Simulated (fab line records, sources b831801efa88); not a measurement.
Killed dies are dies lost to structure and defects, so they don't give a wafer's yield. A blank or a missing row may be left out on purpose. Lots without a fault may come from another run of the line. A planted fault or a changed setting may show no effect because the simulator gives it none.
fab line records | flow sky130
record lots=14 wafers=42 last_day=51
route steps=708 shown CAPM@539 METAL4@602 CAP2M@605
lots that met no fault: from a run of the same line without faults
start_h: hours from the record's first day to the start of the lot's first wafer shown | wait_h: hours since the lot's step before | " the same as in the row above | L1.1+2: a row that stands for several wafers | - no value, or no start given | * or withheld: withheld | < > ~ a bound
route shown NAME@n: a module of which the file shows steps, and the number in the route of the first | usual: mean/standard deviation of fault-free wafers | same: alike in all rows | chamber/n: place in a boat | sites: the reading at each site | _std_site: their standard deviation | _edge_site: outer sites' mean less inner sites' | radius_mm: how far each site lies from the wafer's centre | mask NAME#n: copy n | behind: the tool/chamber that last shaped the wafer | hold: why the lot was held/for how many hours/how that ended | device: the transistor (n, p or np) that didn't switch | end of line: the same wafers' tests at the end of the route | a step without rows: its recipe alone | killed: dies lost to structure and defects at the first sort, not the wafer's yield | map: a wafer's dies, x killed, . not, _ none there
set.NAME: the setting as run; set.NAME@STEP: as run at that earlier step | model.NAME: the simulator's own value behind a step, which no gauge read
steps of the route over a sample of lots; a table a step, a row a wafer
services: from which hour (start_h, from the record's first day; less than 0 if before it) a tool's chamber was out of use, for how many hours, and why
## steps
# step SKY_CAPM_SPUTTER_02
# recipe material=TiN target_thk_nm=200 temp_c=300 power_w=6500 time_s=166.7 chamber_pressure_pa=0.4
# usual cathode_dc_power_W=6500.0/1.2 chamber_pressure_pa=0.3999/0.00071 throttle_valve_pct=30.1/1.1
# columns lot.wafer tool chamber start_h wait_h cathode_dc_power_W chamber_pressure_pa throttle_valve_pct
L918.2 pvd_sputter-03 - 876.77 0.0 6499.9 0.3999 31.3
L918.3 " - " " 6498.5 0.3998 29.9
L918.6 " - " " 6499.2 0.3998 29.8
L920.1 pvd_sputter-04 - 878.15 0.1 6499.5 0.4001 27.8
L920.4 " - " " 6500.9 0.3997 29.8
L920.5 " - " " 6501.2 0.3986 31.3
L922.3 pvd_sputter-04 - 878.87 0.0 6500.5 0.4002 30.0
L922.4 " - " " 6502.1 0.4002 31.1
L922.5 " - " " 6500.5 0.3997 27.9
L923.3 pvd_sputter-01 - 891.37 0.0 6498.6 0.4002 29.6
L923.5 " - " " 6499.5 0.4011 30.8
L923.6 " - " " 6498.5 0.3991 32.9
L925.2 pvd_sputter-03 - 914.14 0.0 6500.0 0.4006 30.0
L925.4 " - " " 6498.3 0.4006 29.7
L925.5 " - " " 6500.2 0.4008 28.6
L927.3 pvd_sputter-03 - 916.67 0.0 6500.4 0.3997 31.2
L927.4 " - " " 6500.5 0.4005 28.6
L927.6 " - " " 6500.9 0.4011 29.8
L929.2 pvd_sputter-04 - 939.01 0.0 6501.2 0.3998 29.4
L929.4 " - " " 6499.6 0.4003 29.9
L929.6 " - " " 6499.3 0.4009 29.6
L930.3 pvd_sputter-04 - 947.88 0.0 6501.5 0.4007 31.4
L930.4 " - " " 6499.2 0.4009 29.6
L930.6 " - " " 6501.6 0.3997 31.3
L931.1 pvd_sputter-03 - 949.97 0.1 6501.9 0.4002 31.1
L931.3 " - " " 6499.6 0.3992 28.5
L931.6 " - " " 6500.2 0.3999 30.0
L932.2 pvd_sputter-01 - 957.67 0.0 6499.2 0.3998 30.6
L932.3 " - " " 6501.1 0.4003 31.0
L932.5 " - " " 6498.6 0.3988 29.6
L936.1 pvd_sputter-01 - 993.04 0.1 6500.5 0.4005 29.5
L936.2 " - " " 6500.8 0.3996 32.8
L936.3 " - " " 6501.0 0.3991 30.9
L938.1 pvd_sputter-03 - 1015.59 0.1 6502.6 0.3986 30.0
L938.3 " - " " 6501.5 0.4004 31.0
L938.6 " - " " 6500.2 0.4000 30.3
L940.1 pvd_sputter-03 - 1039.38 0.1 6500.4 0.3998 30.1
L940.2 " - " " 6500.2 0.3994 31.2
L940.4 " - " " 6498.8 0.3999 29.5
L939.1 pvd_sputter-03 - 1039.74 0.1 6501.5 0.3995 29.7
L939.3 " - " " 6503.4 0.4001 28.7
L939.4 " - " " 6501.4 0.4009 30.9
# step SKY_CAPM_METAL_ETCH_13
# recipe target_depth_nm=220 stop_on=SiO2 chemistry=Cl2/BCl3 target=TiN pressure_mtorr=10 icp_w=900 bias_w=48.5 Cl2_flow_sccm=60 bcl3_flow_sccm=30 time_s=62.9
# usual drypump_motor_current_A=6.0/0.32 oes_product_au=0.941/0.0074 throttle_valve_pct=21.902/0.01
# columns lot.wafer tool chamber start_h wait_h drypump_motor_current_A oes_product_au rf_hours_counter_h throttle_valve_pct
L918.2 rie_metal-03 0 901.50 0.0 5.9 0.940 2 21.914
L918.3 " 1 " " 6.4 0.948 - 21.911
L918.6 " 0 " " 5.9 0.941 - 21.898
L920.1 rie_metal-01 0 903.31 0.0 5.5 0.939 13 21.901
L920.4 " 1 " " 6.2 0.950 - 21.897
L920.5 " 0 " " 5.5 0.953 - 21.905
L922.3 rie_metal-03 1 904.28 0.0 6.5 0.933 - 21.898
L922.4 " 0 " " 5.9 0.932 - 21.909
L922.5 " 1 " " 6.4 0.938 - 21.914
L923.3 rie_metal-03 0 916.27 0.0 5.9 0.954 - 21.891
L923.5 " 1 " " 6.4 0.968 - 21.884
L923.6 " 0 " " 5.9 0.954 - 21.888
L925.2 rie_metal-04 0 938.75 0.0 6.0 0.940 3 21.896
L925.4 " 1 " " 5.7 0.943 - 21.926
L925.5 " 1 " " 5.8 0.949 - 21.907
L927.3 rie_metal-03 1 941.03 0.0 6.4 0.935 - 21.906
L927.4 " 0 " " 5.8 0.942 - 21.904
L927.6 " 0 " " 5.9 0.928 - 21.921
L929.2 rie_metal-03 0 963.50 0.0 5.9 0.931 4 21.898
L929.4 " 1 " " 6.4 0.933 - 21.917
L929.6 " 0 " " 5.9 0.937 - 21.913
L930.3 rie_metal-03 1 970.42 0.0 6.4 0.940 - 21.905
L930.4 " 0 " " 5.9 0.941 - 21.906
L930.6 " 0 " " 5.9 0.942 - 21.912
L931.1 rie_metal-03 0 971.95 0.0 5.9 0.940 5 21.903
L931.3 " 1 " " 6.4 0.937 - 21.900
L931.6 " 0 " " 5.9 0.930 - 21.906
L932.2 rie_metal-01 0 980.45 0.0 5.5 0.942 17 21.889
L932.3 " 0 " " 5.5 0.936 - 21.900
L932.5 " 0 " " 5.5 0.939 - 21.901
L936.1 rie_metal-01 0 1015.80 0.0 5.5 0.937 18 21.904
L936.2 " 1 " " 6.2 0.931 9 21.896
L936.3 " 1 " " 6.2 0.940 - 21.913
L938.1 rie_metal-01 0 1038.30 0.0 5.5 0.932 19 21.910
L938.3 " 0 " " 5.5 0.938 - 21.912
L938.6 " 1 " " 6.2 0.936 - 21.904
L940.1 rie_metal-04 1 1060.61 0.0 5.7 0.938 5 21.885
L940.2 " 0 " " 6.0 0.952 11 21.899
L940.4 " 1 " " 5.7 0.934 - 21.893
L939.1 rie_metal-01 0 1061.75 0.0 5.5 0.934 21 21.888
L939.3 " 0 " " 5.5 0.951 - 21.905
L939.4 " 1 " " 6.2 0.948 - 21.893
# step SKY_METAL4_SPUTTER_04
# recipe material=TiN target_thk_nm=70 power_w=6500 time_s=58.3 chamber_pressure_pa=0.4
# usual cathode_dc_power_W=6500.1/1.2 chamber_pressure_pa=0.4001/0.00085 throttle_valve_pct=30.4/1.1
# columns lot.wafer tool chamber start_h wait_h cathode_dc_power_W chamber_pressure_pa throttle_valve_pct
L918.2 pvd_sputter-01 - 954.49 0.0 6501.4 0.3993 30.7
L918.3 " - " " 6499.6 0.3996 30.5
L918.6 " - " " 6498.1 0.4003 32.6
L920.1 pvd_sputter-03 - 956.35 0.0 6500.7 0.4002 29.8
L920.4 " - " " 6499.5 0.4002 28.4
L920.5 " - " " 6501.4 0.3996 28.7
L922.3 pvd_sputter-03 - 957.11 0.0 6501.8 0.3998 28.9
L922.4 " - " " 6500.5 0.4009 30.9
L922.5 " - " " 6502.6 0.4007 30.0
L923.3 pvd_sputter-01 - 968.83 0.0 6501.0 0.4001 30.5
L923.5 " - " " 6499.5 0.4001 30.7
L923.6 " - " " 6501.0 0.4004 29.5
L925.2 pvd_sputter-01 - 993.73 0.0 6500.5 0.4017 30.4
L925.4 " - " " 6500.6 0.4009 32.9
L925.5 " - " " 6500.4 0.4002 30.9
L927.3 pvd_sputter-02 - 994.73 0.0 6498.8 0.3990 28.7
L927.4 " - " " 6499.1 0.3992 30.5
L927.6 " - " " 6500.2 0.3996 28.8
L929.2 pvd_sputter-01 - 1012.58 0.0 - - -
L929.4 " - " " - - -
L929.6 " - " " - - -
L930.3 pvd_sputter-01 - 1021.67 0.0 - - -
L930.4 " - " " - - -
L930.6 " - " " - - -
L931.1 pvd_sputter-03 - 1021.99 0.0 6498.3 0.4015 28.7
L931.3 " - " " 6500.3 0.3989 30.2
L931.6 " - " " 6502.0 0.3998 30.0
L932.2 pvd_sputter-03 - 1030.54 0.0 6500.1 0.4001 30.3
L932.3 " - " " 6498.7 0.4010 29.0
L932.5 " - " " 6500.0 0.4000 31.0
L936.1 pvd_sputter-01 - 1067.31 0.0 6498.7 0.4001 29.7
L936.2 " - " " 6501.0 0.3998 30.8
L936.3 " - " " 6500.1 0.4004 30.4
L938.1 pvd_sputter-03 - 1083.58 0.0 6500.0 0.4008 30.1
L938.3 " - " " 6499.5 0.3997 28.8
L938.6 " - " " 6499.7 0.4002 30.1
L940.1 pvd_sputter-03 - 1106.90 0.0 6501.0 0.4002 29.7
L940.2 " - " " 6500.8 0.4024 30.1
L940.4 " - " " 6501.6 0.3991 28.7
L939.1 pvd_sputter-03 - 1107.17 0.0 6498.4 0.3999 30.0
L939.3 " - " " 6499.3 0.3994 28.9
L939.4 " - " " 6499.8 0.3986 30.1
# step SKY_CAP2M_SPUTTER_02
# recipe material=TiN target_thk_nm=200 temp_c=300 power_w=6500 time_s=166.7 chamber_pressure_pa=0.4
# usual cathode_dc_power_W=6500.1/1.2 chamber_pressure_pa=0.4000/0.0009 throttle_valve_pct=30.1/1.2
# columns lot.wafer tool chamber start_h wait_h cathode_dc_power_W chamber_pressure_pa throttle_valve_pct
L918.2 pvd_sputter-02 - 954.63 0.0 6502.8 0.3990 30.4
L918.3 " - " " 6500.3 0.3998 28.8
L918.6 " - " " 6498.7 0.4003 30.3
L920.1 pvd_sputter-04 - 956.49 0.1 6498.3 0.3991 27.9
L920.4 " - " " 6500.3 0.3998 29.8
L920.5 " - " " 6498.7 0.3997 29.9
L922.3 pvd_sputter-02 - 957.24 0.0 6498.3 0.4005 28.7
L922.4 " - " " 6500.8 0.3994 30.6
L922.5 " - " " 6499.6 0.4002 28.8
L923.3 pvd_sputter-04 - 968.96 0.0 6499.1 0.3990 31.2
L923.5 " - " " 6502.1 0.4027 30.1
L923.6 " - " " 6500.0 0.3987 31.4
L925.2 pvd_sputter-02 - 993.86 0.0 6500.8 0.3991 30.5
L925.4 " - " " 6498.5 0.4011 28.7
L925.5 " - " " 6499.0 0.4004 30.5
L927.3 pvd_sputter-04 - 994.86 0.0 6501.3 0.4004 30.0
L927.4 " - " " 6501.8 0.4001 29.7
L927.6 " - " " 6499.1 0.3985 31.3
L929.2 pvd_sputter-02 - 1012.71 0.0 6499.6 0.3998 30.3
L929.4 " - " " 6501.8 0.4001 30.3
L929.6 " - " " 6498.4 0.4010 29.1
L930.3 pvd_sputter-02 - 1021.80 0.0 6500.5 0.4001 30.4
L930.4 " - " " 6501.1 0.3998 30.4
L930.6 " - " " 6499.4 0.3979 29.1
L931.1 pvd_sputter-04 - 1022.12 0.1 6500.4 0.3994 29.9
L931.3 " - " " 6500.0 0.4013 29.2
L931.6 " - " " 6500.9 0.4002 28.1
L932.2 pvd_sputter-02 - 1030.67 0.0 6499.6 0.4003 31.6
L932.3 " - " " 6499.2 0.4012 30.5
L932.5 " - " " 6502.6 0.4001 30.6
L936.1 pvd_sputter-02 - 1067.51 0.1 6499.9 0.4011 30.5
L936.2 " - " " 6501.1 0.3994 29.0
L936.3 " - " " 6499.9 0.4019 31.6
L938.1 pvd_sputter-04 - 1083.71 0.1 6500.8 0.3995 30.0
L938.3 " - " " 6500.5 0.3986 29.2
L938.6 " - " " 6499.5 0.3999 29.9
L940.1 pvd_sputter-02 - 1107.04 0.1 6500.5 0.4006 30.4
L940.2 " - " " 6499.5 0.3992 28.8
L940.4 " - " " 6499.6 0.3993 31.7
L939.1 pvd_sputter-04 - 1107.31 0.1 6500.7 0.4014 29.6
L939.3 " - " " 6500.5 0.4004 30.0
L939.4 " - " " 6500.0 0.3983 27.8
# step SKY_METAL4_METAL_ETCH_18
# recipe target_depth_a=8450 stop_on=SiO2 over_etch_frac=0.3 time_s=183.1 chemistry=Cl2/BCl3 resist_sidewall_deg=88 pressure_mtorr=10 icp_w=900 bias_w=48.5 Cl2_flow_sccm=60 bcl3_flow_sccm=30
# usual drypump_motor_current_A=6.0/0.38 oes_product_au=0.865/0.0058 throttle_valve_pct=22.264/0.0082
# columns lot.wafer tool chamber start_h wait_h drypump_motor_current_A oes_product_au rf_hours_counter_h throttle_valve_pct
L918.2 rie_metal-03 0 1000.36 0.0 5.9 0.863 6 22.265
L918.3 " 0 " " 5.9 0.863 - 22.266
L918.6 " 1 " " 6.4 0.873 - 22.263
L920.1 rie_metal-02 1 1001.12 0.0 5.3 0.870 9 22.255
L920.4 " 1 " " 5.3 0.872 - 22.267
L920.5 " 0 " " 6.3 0.867 - 22.265
L922.3 rie_metal-03 0 1003.12 0.1 5.9 0.860 - 22.265
L922.4 " 1 " " 6.4 0.861 - 22.262
L922.5 " 1 " " 6.4 0.856 - 22.263
L923.3 rie_metal-04 1 1016.79 0.1 5.7 0.867 - 22.266
L923.5 " 1 " " 5.7 0.864 - 22.254
L923.6 " 0 " " 6.0 0.865 - 22.277
L925.2 rie_metal-02 0 1040.53 0.0 6.3 0.863 15 22.257
L925.4 " 0 " " 6.3 0.863 - 22.250
L925.5 " 1 " " 5.3 0.868 - 22.257
L927.3 rie_metal-03 1 1041.52 0.1 6.4 0.869 - 22.259
L927.4 " 0 " " 5.9 0.869 - 22.263
L927.6 " 0 " " 5.9 0.853 - 22.267
L929.2 rie_metal-04 0 1057.13 0.0 6.0 0.825 11 22.263
L929.4 " 0 " " 6.0 0.824 - 22.260
L929.6 " 1 " " 5.7 0.834 - 22.262
L930.3 rie_metal-02 0 1066.48 0.1 6.3 0.821 - 22.252
L930.4 " 0 " " 6.3 0.820 - 22.258
L930.6 " 0 " " 6.3 0.821 - 22.263
L931.1 rie_metal-04 1 1067.02 0.0 5.7 0.869 5 22.274
L931.3 " 0 " " 6.0 0.867 - 22.278
L931.6 " 0 " " 6.0 0.859 - 22.257
L932.2 rie_metal-02 0 1073.13 0.1 6.3 0.858 - 22.273
L932.3 " 0 " " 6.3 0.863 - 22.259
L932.5 " 0 " " 6.3 0.857 - 22.259
L936.1 rie_metal-02 0 1109.97 0.0 6.3 0.874 21 22.262
L936.2 " 1 " " 5.3 0.854 15 22.263
L936.3 " 0 " " 6.3 0.859 - 22.277
L938.1 rie_metal-03 1 1125.37 0.0 6.4 0.875 22 22.274
L938.3 " 0 " " 5.8 0.870 - 22.256
L938.6 " 1 " " 6.4 0.872 - 22.255
L940.1 rie_metal-04 0 1145.87 0.0 6.0 0.867 18 22.262
L940.2 " 1 " " 5.7 0.862 11 22.275
L940.4 " 0 " " 6.0 0.862 - 22.281
L939.1 rie_metal-03 1 1146.98 0.0 6.5 0.870 24 22.265
L939.3 " 1 " " 6.4 0.869 - 22.263
L939.4 " 0 " " 5.9 0.868 - 22.271
## services
# columns tool chamber start_h hours kind
pvd_sputter-02 - 855.11 2.4 repair
rie_metal-04 1 857.26 5.5 repair
pvd_sputter-03 - 868.06 1.0 repair
pvd_sputter-02 - 880.88 0.8 repair
rie_metal-04 0 904.51 6.1 repair
rie_metal-03 - 926.66 0.4 repair
pvd_sputter-04 0 931.77 - consumable_replace:kit
pvd_sputter-02 - 939.26 2.4 repair
rie_metal-02 1 947.03 5.7 repair
rie_metal-02 0 951.45 15.9 repair
rie_metal-01 - 975.79 2.8 pm
pvd_sputter-03 - 994.98 2.5 repair
pvd_sputter-04 - 996.36 1.7 repair
rie_metal-04 - 1027.69 1.4 pm
pvd_sputter-03 1 1030.59 - consumable_replace:kit
pvd_sputter-03 1 1030.59 18.0 scheduled_down
pvd_sputter-03 1 1030.59 18.0 vent_cycle
rie_metal-02 1 1055.97 22.8 repair
rie_metal-03 1 1058.82 4.3 repair
pvd_sputter-02 - 1086.25 9.4 repair
pvd_sputter-03 - 1093.89 1.9 repair
rie_metal-03 - 1109.04 0.6 repair
pvd_sputter-01 - 1120.24 9.3 repair
rie_metal-01 - 1145.25 0.6 repair
## key
first_sign step=SKY_METAL4_SPUTTER_04 reading=tool_record direction=missing
effect step=SKY_METAL4_METAL_ETCH_18 reading=oes_product_au direction=down sigmas=7.1 usual=0.865 struck=0.824
met_at SKY_METAL4_SPUTTER_04
struck_lots L929,L930
later_rows_left_out L929.2,L929.4,L929.6,L930.3,L930.4,L930.6
sort_left_out L929.2,L929.4,L929.6,L930.3,L930.4,L930.6
not_acting_at SKY_CAPM_SPUTTER_02,SKY_CAPM_METAL_ETCH_13,SKY_CAP2M_SPUTTER_02
onset_between 993.73 1012.58
fault kind=skipped_step_whole tool=pvd_sputter-01 chamber=- onset_h=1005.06 steps=SKY_METAL4_SPUTTER_04 scope=struck_lots_only
# sort_left_out: the simulated sort isn't trusted on such a fault, so these wafers' sort isn't shown, and their yield isn't known
# later_rows_left_out: the simulator's readings of these wafers behind a module that went badly wrong aren't trusted and aren't shown, but for the sort
